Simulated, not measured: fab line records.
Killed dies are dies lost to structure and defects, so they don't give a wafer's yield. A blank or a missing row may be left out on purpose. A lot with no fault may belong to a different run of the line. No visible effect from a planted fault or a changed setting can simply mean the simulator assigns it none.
The tool behind it: which one?	flow sky130	39 wafers from 13 lots sampled at 4 of the route's 708 steps

## WHAT EACH GAUGE READ, for each wafer
SKY_LOCAL_INTERCONNECT_RS_MEAS_01: measurement is done with a four-point probe.
lot	measured	on	LOCAL_INTERCONNECT_TIN_RS (ohm/sq)
L478	day 29 13:20	film_metro-04	14.19 14.26 14.31
L477	day 29 12:40	film_metro-04	14.00 14.34 14.16
L479	day 30 00:02	film_metro-01	14.30 14.02 14.34
L480	day 30 04:31	film_metro-03	14.26 14.06 14.38
L485	day 31 22:49	film_metro-03	14.35 14.08 14.22
L487	day 32 13:05	film_metro-01	13.96 14.05 14.19
L493	day 34 10:05	film_metro-03	14.36 14.17 14.29
L495	day 35 20:48	film_metro-03	14.25 14.06 14.01
L494	day 35 21:28	film_metro-03	14.06 14.31 14.14
L496	day 35 22:35	film_metro-04	14.37 14.18 14.38
L497	day 36 00:19	film_metro-01	13.77 13.89 13.98
L498	day 36 13:25	film_metro-01	14.12 14.23 14.07
L499	day 36 21:37	film_metro-01	14.56 14.44 14.37

SKY_VIA1_BOW_MEAS_03.
lot	measured	on	VIA1_BOW (um)
L478	day 33 04:43	film_metro-04	87 83 80
L477	day 33 04:29	film_metro-01	75 66 85
L479	day 33 14:17	film_metro-04	76 78 63
L480	day 33 17:23	film_metro-01	81 88 87
L485	day 35 22:50	film_metro-04	78 76 75
L487	day 36 12:46	film_metro-04	87 78 72
L493	day 38 02:10	film_metro-01	72 79 80
L495	day 38 22:26	film_metro-01	89 95 71
L494	day 39 00:40	film_metro-04	78 78 70
L496	day 39 04:56	film_metro-04	80 69 83
L497	day 39 05:40	film_metro-01	91 81 78
L498	day 39 20:49	film_metro-01	87 93 84
L499	day 40 04:35	film_metro-04	76 74 61

## WHICH TOOL RAN EACH LOT (tool, then ch and the chambers of the sampled wafers, then the start)
lot	SKY_LDD_N_IMPLANT_14	SKY_CONTACT_ETCH_16
L478	implanter-04 ch 0, day 18 02:10	rie_diel-01 ch 0,2,3, day 31 22:10
L477	implanter-03 ch 0, day 18 02:32	rie_diel-02 ch 0,1,2, day 31 22:02
L479	implanter-02 ch 0, day 18 16:27	rie_diel-02 ch 0,1, day 32 08:32
L480	implanter-03 ch 0, day 18 21:26	rie_diel-01 ch 0,1,3, day 32 12:43
L485	implanter-03 ch 0, day 20 20:05	rie_diel-01 ch 0,1,3, day 34 05:05
L487	implanter-03 ch 0, day 21 10:45	rie_diel-03 ch 0,2,3, day 35 17:46
L493	implanter-02 ch 0, day 23 14:47	rie_diel-01 ch 0,1, day 36 22:41
L495	implanter-04 ch 0, day 24 09:43	rie_diel-03 ch 0,1,3, day 37 18:37
L494	implanter-02 ch 0, day 24 10:46	rie_diel-03 ch 0,1,2, day 37 20:31
L496	implanter-04 ch 0, day 24 19:13	rie_diel-01 ch 0,1, day 37 23:32
L497	implanter-04 ch 0, day 24 23:50	rie_diel-02 ch 0,2, day 38 01:49
L498	implanter-04 ch 0, day 25 12:44	rie_diel-03 ch 0,1,3, day 38 17:09
L499	implanter-03 ch 0, day 25 19:06	rie_diel-02 ch 0,2, day 39 00:51
- SKY_LDD_N_IMPLANT_14
- SKY_CONTACT_ETCH_16: etches BARC in N2/H2, stops on SiO2, time 45.9 s, target depth 60 nm.

## WHAT THE TOOLS THEMSELVES READ (means of the sampled wafers that have a number; where no wafer has one, the mark that the record gives instead)
SKY_LDD_N_IMPLANT_14.
lot	tool	dose_ions_cm2	faraday_current_uA	rotation_deg (degrees)
L478	implanter-04	4.999e+12	28.5	180.00
L477	implanter-03	5.007e+12	28.3	180.07
L479	implanter-02	4.999e+12	28.1	179.98
L480	implanter-03	5.003e+12	28.7	180.01
L485	implanter-03	3.805e+12	21.6	180.04
L487	implanter-03	3.805e+12	21.2	180.02
L493	implanter-02	5.004e+12	28.1	179.97
L495	implanter-04	5.001e+12	28.3	179.99
L494	implanter-02	5.005e+12	28.1	179.97
L496	implanter-04	5.000e+12	28.5	180.04
L497	implanter-04	5.000e+12	28.3	180.01
L498	implanter-04	5.005e+12	28.5	179.99
L499	implanter-03	5.006e+12	27.7	179.97

SKY_CONTACT_ETCH_16.
lot	tool	drypump_motor_current_A (A)	oes_product_au (a.u.)	throttle_valve_pct (%)
L478	rie_diel-01	6.1	0.854	13.227
L477	rie_diel-02	5.9	0.853	13.224
L479	rie_diel-02	5.7	0.855	13.225
L480	rie_diel-01	5.8	0.855	13.227
L485	rie_diel-01	5.9	0.851	13.230
L487	rie_diel-03	6.2	0.855	13.219
L493	rie_diel-01	5.5	0.859	13.223
L495	rie_diel-03	6.0	0.851	13.230
L494	rie_diel-03	6.0	0.856	13.217
L496	rie_diel-01	5.5	0.852	13.226
L497	rie_diel-02	6.0	0.852	13.219
L498	rie_diel-03	6.0	0.855	13.233
L499	rie_diel-02	5.8	0.853	13.225

## THE ANSWER, worked out from the rows above alone
Rule: what is usual is taken from the lots themselves. Put in order of their means at a reading, lots are off if they are a third of the lots or fewer, leave a main group of 4 or more, and stand apart from it by a gap of 3 or more times the standard deviation of the main group's means; of several such gaps the widest counts. If all means in a main group match to the digits the tables above print for the reading, that group is not used. Also off: a lot with no number at a reading for which 4 or more lots have one. All remaining lots with rows at the step are treated as sound. Order of review: gauges by route order, followed by the tools' own readings, for which a lot's mean as printed above is used. At the first step where some lot is off, the reading lying furthest off is the one used; lots without a number count as furthest.
Off, at SKY_LDD_N_IMPLANT_14 on dose_ions_cm2: L485, L487. Mean 5.003e+12 and standard deviation 2.8e+09 in the main group.
A tool fits if, at that step or a process step before it, it ran every lot that is off, and no sound lot after the first of them. None of those tried fits.

## WHAT THE SIMULATOR HAD PUT IN
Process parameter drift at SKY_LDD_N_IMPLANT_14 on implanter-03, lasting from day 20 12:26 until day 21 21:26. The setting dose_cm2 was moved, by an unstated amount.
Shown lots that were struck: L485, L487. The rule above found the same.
